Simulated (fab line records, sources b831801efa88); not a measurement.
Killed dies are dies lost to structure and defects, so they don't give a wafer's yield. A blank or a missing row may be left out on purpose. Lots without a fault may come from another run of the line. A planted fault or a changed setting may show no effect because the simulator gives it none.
Which tool did it? | flow gf180mcu | 10 lots, 29 wafers sampled, at 6 steps of a route of 602

WHAT THE GAUGES READ, wafer by wafer
GF_V4_RS_MEAS_24: measures by four-point-probe. Usual: V4_W_RS 0.331 ohm/sq, standard deviation 0.0037.
lot  | measured     | on            | V4_W_RS (ohm/sq)                    | flag
L408 | day 24 08:14 | film_metro-03 | 0.331 0.328 0.339                   |
L412 | day 26 10:59 | film_metro-01 | 0.329 0.327 0.329                   |
L414 | day 27 01:43 | film_metro-02 | 0.335 0.334 0.331                   |
L416 | day 28 01:50 | film_metro-03 | 0.342 0.339 0.330                   |
L417 | day 28 09:44 | film_metro-03 | 0.329 0.329 0.332                   |
L422 | day 29 09:05 | film_metro-02 | 0.329 0.328 0.333                   |
L423 | day 29 18:16 | film_metro-03 | 0.330 0.330 0.331                   |
L427 | day 30 16:27 | film_metro-03 | 0.234 0.233 0.234 0.233             | OFF
L428 | day 31 02:58 | film_metro-01 | 0.230 0.231 0.231 0.231 0.231 0.231 | OFF
L429 | day 31 05:47 | film_metro-01 | 0.229 0.230 0.233 0.229 0.229 0.232 | OFF

GF_V4_THK_MEAS_25: measures by xrf. Usual: V4_W_THK 351 nm, standard deviation 5.7.
lot  | measured     | on            | V4_W_THK (nm)           | flag
L408 | day 24 08:21 | film_metro-03 | 361 363 350             |
L412 | day 26 11:06 | film_metro-01 | 347 348 348             |
L414 | day 27 01:50 | film_metro-02 | 343 346 349             |
L416 | day 28 01:56 | film_metro-03 | 338 341 352             |
L417 | day 28 09:51 | film_metro-03 | 352 351 350             |
L422 | day 29 09:11 | film_metro-02 | 346 346 341             |
L423 | day 29 18:23 | film_metro-03 | 360 359 358             |
L427 | day 30 20:04 | film_metro-03 | 509 515 510 515         | OFF
L428 | day 31 04:38 | film_metro-01 | 496 495 492 494 496 495 | OFF
L429 | day 31 08:44 | film_metro-01 | 495 498 490 500 497 492 | OFF

WHICH TOOL RAN EACH LOT (tool, then ch and the chambers of the sampled wafers, then the start)
lot  | GF_M4_STRIP_17                       | GF_V4_ETCH_16                      | GF_V4_ETCH_17                                 | GF_V4_CVD_23
L408 | plasma_asher-03 ch 0,1, day 23 07:05 | rie_diel-03 ch 1,2,3, day 24 07:18 | rie_diel-03 ch 1,2,3, day 24 08:06 or earlier | cvd_w-02 ch 0,1, day 24 08:06
L412 | plasma_asher-02 ch 1, day 25 11:29   | rie_diel-01 ch 0,1,2, day 26 10:06 | rie_diel-01 ch 0,1,2, day 26 10:52 or earlier | cvd_w-01 ch 1, day 26 10:52
L414 | plasma_asher-02 ch 0, day 26 02:47   | rie_diel-01 ch 0,1,3, day 27 00:51 | rie_diel-01 ch 0,1,3, day 27 01:37 or earlier | cvd_w-01 ch 0,1, day 27 01:37
L416 | plasma_asher-02 ch 0,1, day 27 03:17 | rie_diel-01 ch 1,2, day 28 00:54   | rie_diel-01 ch 1,2, day 28 01:42 or earlier   | cvd_w-02 ch 0,1, day 28 01:42
L417 | plasma_asher-01 ch 0,1, day 27 11:29 | rie_diel-01 ch 1,2,3, day 28 08:42 | rie_diel-01 ch 1,2,3, day 28 09:32 or earlier | cvd_w-01 ch 0, day 28 09:32
L422 | plasma_asher-03 ch 0,1, day 28 11:05 | rie_diel-04 ch 0,1,3, day 29 08:11 | rie_diel-04 ch 0,1,3, day 29 08:59 or earlier | cvd_w-01 ch 0,1, day 29 08:59
L423 | plasma_asher-03 ch 0, day 28 21:25   | rie_diel-01 ch 0,2, day 29 17:21   | rie_diel-01 ch 0,2, day 29 18:08 or earlier   | cvd_w-01 ch 1, day 29 18:08
L427 | plasma_asher-02 ch 1, day 29 20:28   | rie_diel-03 ch 0,3, day 30 15:33   | rie_diel-03 ch 0,3, day 30 16:19 or earlier   | cvd_w-01 ch 0, day 30 16:19
L428 | plasma_asher-02 ch 0,1, day 30 06:53 | rie_diel-04 ch 0,2, day 31 02:01   | rie_diel-04 ch 0,2, day 31 02:50 or earlier   | cvd_w-01 ch 0,1, day 31 02:50
L429 | plasma_asher-03 ch 0,1, day 30 09:25 | rie_diel-04 ch 0,2,3, day 31 04:51 | rie_diel-04 ch 0,2,3, day 31 05:39 or earlier | cvd_w-01 ch 0, day 31 05:39
- GF_M4_STRIP_17: strips in O2/N2.
- GF_V4_ETCH_16: etches BARC in N2/H2.
- GF_V4_ETCH_17: etches SiO2 in C4F8/O2/Ar, stops on TiN, target depth 630 nm.
- GF_V4_CVD_23: deposits W, target thk 350 nm, time 104.9 s.

WHAT THE TOOLS THEMSELVES READ (means of the sampled wafers that have a number; where no wafer has one, the mark that the record gives instead)
GF_M4_STRIP_17. Usual: drypump_motor_current_A 6.1 A, standard deviation 0.48; heater_power_w 319 W, standard deviation 19; oes_product_au 0.557 a.u., standard deviation 0.005; strip_time_to_endpoint_s 7.87 s, standard deviation 0.049.
lot  | tool            | drypump_motor_current_A (A) | heater_power_w (W) | oes_product_au (a.u.) | strip_time_to_endpoint_s (s) | flag
L408 | plasma_asher-03 | 6.4                         | 343                | 0.557                 | 7.82                         |
L412 | plasma_asher-02 | 6.5                         | 309                | 0.555                 | 7.84                         |
L414 | plasma_asher-02 | 5.7                         | 309                | 0.556                 | 7.79                         |
L416 | plasma_asher-02 | 6.2                         | 306                | 0.557                 | 7.88                         |
L417 | plasma_asher-01 | 5.6                         | 322                | 0.560                 | 7.87                         |
L422 | plasma_asher-03 | 6.1                         | 327                | 0.556                 | 7.91                         |
L423 | plasma_asher-03 | 5.7                         | 311                | 0.557                 | 7.89                         |
L427 | plasma_asher-02 | 6.5                         | 306                | 0.551                 | 7.88                         |
L428 | plasma_asher-02 | 6.2                         | 306                | 0.562                 | 7.90                         |
L429 | plasma_asher-03 | 6.4                         | 340                | 0.552                 | 7.83                         |

GF_V4_ETCH_16. Usual: drypump_motor_current_A 5.7 A, standard deviation 0.55; oes_product_au 0.854 a.u., standard deviation 0.0048; throttle_valve_pct 13.226 %, standard deviation 0.0092.
lot  | tool        | drypump_motor_current_A (A) | oes_product_au (a.u.) | throttle_valve_pct (%) | flag
L408 | rie_diel-03 | 5.6                         | 0.854                 | 13.222                 |
L412 | rie_diel-01 | 6.1                         | 0.853                 | 13.231                 |
L414 | rie_diel-01 | 5.8                         | 0.850                 | 13.218                 |
L416 | rie_diel-01 | 6.1                         | 0.859                 | 13.224                 |
L417 | rie_diel-01 | 5.9                         | 0.854                 | 13.239                 |
L422 | rie_diel-04 | 5.3                         | 0.851                 | 13.219                 |
L423 | rie_diel-01 | 6.2                         | 0.854                 | 13.228                 |
L427 | rie_diel-03 | 5.8                         | 0.851                 | 13.221                 |
L428 | rie_diel-04 | 5.6                         | 0.855                 | 13.226                 |
L429 | rie_diel-04 | 5.5                         | 0.852                 | 13.218                 |

GF_V4_ETCH_17. Usual: oes_product_au 0.856 a.u., standard deviation 0.0048.
lot  | tool        | oes_product_au (a.u.) | flag
L408 | rie_diel-03 | 0.852                 |
L412 | rie_diel-01 | 0.854                 |
L414 | rie_diel-01 | 0.858                 |
L416 | rie_diel-01 | 0.853                 |
L417 | rie_diel-01 | 0.852                 |
L422 | rie_diel-04 | 0.859                 |
L423 | rie_diel-01 | 0.857                 |
L427 | rie_diel-03 | 0.856                 |
L428 | rie_diel-04 | 0.857                 |
L429 | rie_diel-04 | 0.853                 |

GF_V4_CVD_23. Usual: heater_power_w 903 W, standard deviation 86.
lot  | tool     | heater_power_w (W) | flag
L408 | cvd_w-02 | 957                |
L412 | cvd_w-01 | 855                |
L414 | cvd_w-01 | 822                |
L416 | cvd_w-02 | 985                |
L417 | cvd_w-01 | 808                |
L422 | cvd_w-01 | 842                |
L423 | cvd_w-01 | 850                |
L427 | cvd_w-01 | 814                |
L428 | cvd_w-01 | 854                |
L429 | cvd_w-01 | 822                |

THE ANSWER, worked out from the rows above alone
Rule: a lot is off if the mean of its wafers that have a number lies more than 3 standard deviations from the usual mean. A lot without any number at a reading at which 4 lots or more have one is off too. The other lots that the step has rows for count as sound. The gauges are gone through in route order, then the tools' own readings, and for those a lot's mean is taken as printed above. The first step at which some lot is off is used, and at that step the reading that is off furthest; a lot without a number counts as furthest.
Off: L427, L428, L429, at GF_V4_RS_MEAS_24 (V4_W_RS).
A tool fits if, at a process step before that reading, it ran every lot that is off, and no sound lot after the first of them. The gauges at GF_V4_RS_MEAS_24 are tried like those tools. GF_V4_ETCH_17 gives no start for some lots, so the hours and the order of its lots are those of GF_V4_CVD_23. One fits: cvd_w-01 at GF_V4_CVD_23. Its last sound lot is L423 (day 29 18:08), its first lot that is off L427 (day 30 16:19): a fault that began between those two fits.

WHAT THE SIMULATOR HAD PUT IN
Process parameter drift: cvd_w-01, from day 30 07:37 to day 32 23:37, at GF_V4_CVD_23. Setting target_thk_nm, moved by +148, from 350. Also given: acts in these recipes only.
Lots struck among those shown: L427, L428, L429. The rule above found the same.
